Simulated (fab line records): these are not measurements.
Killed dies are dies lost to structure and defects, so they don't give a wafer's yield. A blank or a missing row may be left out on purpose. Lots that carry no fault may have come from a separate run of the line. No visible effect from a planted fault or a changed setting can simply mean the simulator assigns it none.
Struck lot and sound lot, side by side / flow sky130 / 19 out of 708 route steps
Sound: these wafers, L321.2, L321.3, L321.4. Struck: wafers L308.1, L308.4, L308.5. The cause is named last.
For every step that has rows: the tool of each side, followed by ch and its chambers, followed by its first start. Under that, the readings that differ: sound wafers / struck wafers / difference of the means / sigmas: that difference in standard deviations of wafers without a fault.
alike: same words and numbers on both sides, and readings whose means sit less than 2 such deviations apart. not compared: any withheld reading, any reading some wafer has no value for, any bound like >300 that may hide the same value, and any number with overlapping values for which the record gives no deviation.
A row with sigmas, a row that says differs or no value, or rows on one side alone: a step with any of these is where the two part. Numbers that don't overlap but have no deviation are shown without sigmas and don't part them. A reading that every wafer of one side lacks parts them only if that side has two wafers or more.

SKY_VIA4_THK_MEAS_20: measures by xrf.
  sound on film_metro-02, day 47 18:49; struck on film_metro-02, day 44 13:02
  alike: VIA4_W_THK
then, 1 step without rows for these wafers: SKY_VIA4_CMP_21 (polishes, stops on SiO2, t overpolish 25 s, target thk 0 nm).
SKY_METAL5_SPUTTER_00: material Ti, target thk 15 nm, time 10 s.
  sound on pvd_sputter-04, day 47 19:20; struck on pvd_sputter-01, day 44 13:23
  alike: throttle_valve_pct
SKY_METAL5_SPUTTER_01: material TiN, target thk 20 nm, time 16.7 s.
  sound on pvd_sputter-04, day 47 19:22; struck on pvd_sputter-01, day 44 13:25
  alike: throttle_valve_pct
SKY_METAL5_SPUTTER_02: material AlCu, target thk 1150 nm, time 61.2 s.
  sound on pvd_sputter-04, day 47 19:23; struck on pvd_sputter-01, day 44 13:26
  alike: throttle_valve_pct
then, 1 step without rows for these wafers: SKY_METAL5_SPUTTER_03 (material Ti, target thk 5 nm, time 3.3 s).
SKY_METAL5_SPUTTER_04: material TiN, target thk 70 nm, time 58.3 s.
  sound on pvd_sputter-04, day 47 19:28; struck on pvd_sputter-01, day 44 13:31
  alike: throttle_valve_pct
SKY_METAL5_RS_MEAS_05: the measuring method here is four-point-probe.
  sound on film_metro-04, day 47 19:32; struck on film_metro-03, day 44 13:34
  alike: METAL5_ALCU_RS
SKY_METAL5_THK_MEAS_06: measures by xrf.
  sound on film_metro-04, day 47 19:38; struck on film_metro-03, day 44 13:41
  alike: METAL5_ALCU_THK
then, 3 steps without rows for these wafers: SKY_METAL5_DEHYDRATE_07 (time 60 s); SKY_METAL5_HMDS_08 (prime time 60 s); SKY_METAL5_COAT_09 (resist thk 1800 nm).
SKY_METAL5_SOFTBAKE_10: time 60 s.
  sound on litho_track-03 ch 0, day 48 05:10; struck on litho_track-04 ch 0, day 44 23:43
reading=heater_power_total_W (W); sound=56.59 56.62 56.61; struck=54.24 54.13 54.27; difference=-2.39; sigmas=-58
reading=plate_temp_C (C); sound=89.71 89.74 89.87; struck=87.27 87.57 87.36; difference=-2.37; sigmas=-17
then, 2 steps without rows for these wafers: SKY_METAL5_EXPOSE_11 (exposes mask MM5, target cd 1600 nm); SKY_METAL5_PEB_12.
SKY_METAL5_DEVELOP_13: develop time 60 s.
  sound on litho_track-04 ch 0, day 48 13:44; struck on litho_track-02 ch 0, day 45 11:22
reading=model.NOVOLAK_of_METAL5_COAT_09.thk_nm (nm); sound=1791 1790 1789; struck=1807 1803 1812; difference=+17; sigmas=
SKY_METAL5_DESCUM_14: chemistry O2, time 11 s.
  sound on rie_metal-02 ch 0,1, day 48 13:52; struck on rie_metal-02 ch 0,1, day 45 11:31
reading=model.NOVOLAK_of_METAL5_COAT_09.thk_nm (nm); sound=1781 1780 1778; struck=1797 1793 1802; difference=+18; sigmas=
  alike: drypump_motor_current_A, oes_product_au
  not compared: rf_hours_counter_h
SKY_METAL5_METAL_ETCH_15: etches the open film in Cl2/BCl3, stops on SiO2, target depth 1260 nm, time 252 s.
  sound on rie_metal-02 ch 0,1, day 48 13:53; struck on rie_metal-02 ch 0,1, day 45 11:33
  alike: drypump_motor_current_A, oes_product_au, throttle_valve_pct
  not compared: rf_hours_counter_h
SKY_PAD_OPEN_PROBE_99:
  sound on prober-01, day 50 06:20; struck on prober-01, day 47 07:58
  alike: defect_limited_yield, killed_at_M0_to_M3, killed_at_M4_up, killed_at_contacts, killed_at_front_end, killed_at_other, killed_dies, killed_open, killed_short, sort_bin_3_pad_short, sort_bin_5_function, sort_bin_6_memory, sort_n_pass, sort_yield_pct

== WHERE THEY PART ==
At SKY_METAL5_SOFTBAKE_10 and nowhere else, as far as this record goes. Later steps at which nothing parts them and some readings are alike: SKY_METAL5_DESCUM_14, SKY_METAL5_METAL_ETCH_15, SKY_PAD_OPEN_PROBE_99.

WHY: what the simulator had put in
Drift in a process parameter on litho_track-04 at SKY_METAL5_SOFTBAKE_10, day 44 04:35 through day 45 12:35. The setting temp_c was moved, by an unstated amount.
